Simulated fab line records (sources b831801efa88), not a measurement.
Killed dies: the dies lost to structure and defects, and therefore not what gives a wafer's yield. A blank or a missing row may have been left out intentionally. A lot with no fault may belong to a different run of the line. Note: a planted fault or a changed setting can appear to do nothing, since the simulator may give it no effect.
Chamber matching :: flow sky130 :: 3 sister chambers for SKY_CAPM_CVD_00 on pecvd-01
The step deposits SiO2, target thk 15.5 nm. 18 wafers are shown with their chamber, then 9 later ones without.

## WAFERS PAIRED WITH THEIR CHAMBERS
wafer: L075.2
chamber: 1
heater power w (W): 713

wafer: L075.3
chamber: 0
heater power w (W): 659

wafer: L075.4
chamber: 0
heater power w (W): 642

wafer: L079.2
chamber: 2
heater power w (W): 728

wafer: L079.4
chamber: 0
heater power w (W): 614

wafer: L079.5
chamber: 1
heater power w (W): 679

wafer: L089.1
chamber: 0
heater power w (W): 682

wafer: L089.2
chamber: 2
heater power w (W): 808

wafer: L089.3
chamber: 1
heater power w (W): 830

wafer: L089.4
chamber: 1
heater power w (W): 792

wafer: L089.5
chamber: 2
heater power w (W): 808

wafer: L089.6
chamber: 0
heater power w (W): 674

wafer: L092.1
chamber: 1
heater power w (W): 806

wafer: L092.2
chamber: 2
heater power w (W): 702

wafer: L092.4
chamber: 2
heater power w (W): 700

wafer: L093.1
chamber: 2
heater power w (W): 825

wafer: L093.2
chamber: 1
heater power w (W): 808

wafer: L093.6
chamber: 2
heater power w (W): 816

SIGNATURES (averages over the wafers above)
reading: heater power w
chamber 0: 654.20
chamber 1: 771.33
chamber 2: 769.57
scatter within a chamber: 52
Rule: for a wafer and a chamber, the distance is found by dividing, reading by reading, the gap between the wafer's reading and the chamber's mean by the reading's scatter, squaring, summing and taking the root. If the next closest chamber is less than 2 further off than the closest, the wafer can't be placed; otherwise it belongs to the closest. The scatter: the root of (the sum of the squares of (reading less its chamber's mean) over the shown wafers, divided by (wafers less chambers)).

## WAFERS MISSING THEIR CHAMBER
wafer: L095.1
heater power w (W): 620

wafer: L095.2
heater power w (W): 717

wafer: L095.3
heater power w (W): 781

wafer: L095.4
heater power w (W): 702

wafer: L095.5
heater power w (W): 613

wafer: L095.6
heater power w (W): 799

wafer: L097.2
heater power w (W): 827

wafer: L097.3
heater power w (W): 824

wafer: L097.4
heater power w (W): 819

## WHICH CHAMBER EACH WENT THROUGH
wafer: L095.1
from the rows above: 0
in truth: 0

wafer: L095.2
from the rows above: can't be placed: 2 or 1 or 0
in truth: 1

wafer: L095.3
from the rows above: can't be placed: 1 or 2
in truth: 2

wafer: L095.4
from the rows above: can't be placed: 0 or 2 or 1
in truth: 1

wafer: L095.5
from the rows above: 0
in truth: 0

wafer: L095.6
from the rows above: can't be placed: 1 or 2
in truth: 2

wafer: L097.2
from the rows above: can't be placed: 1 or 2
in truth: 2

wafer: L097.3
from the rows above: can't be placed: 1 or 2
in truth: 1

wafer: L097.4
from the rows above: can't be placed: 1 or 2
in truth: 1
Correct placement for 2 of the 9. From these rows, 7 cannot be placed; in 7 the true chamber is one of the candidates. 0 placed wrongly.
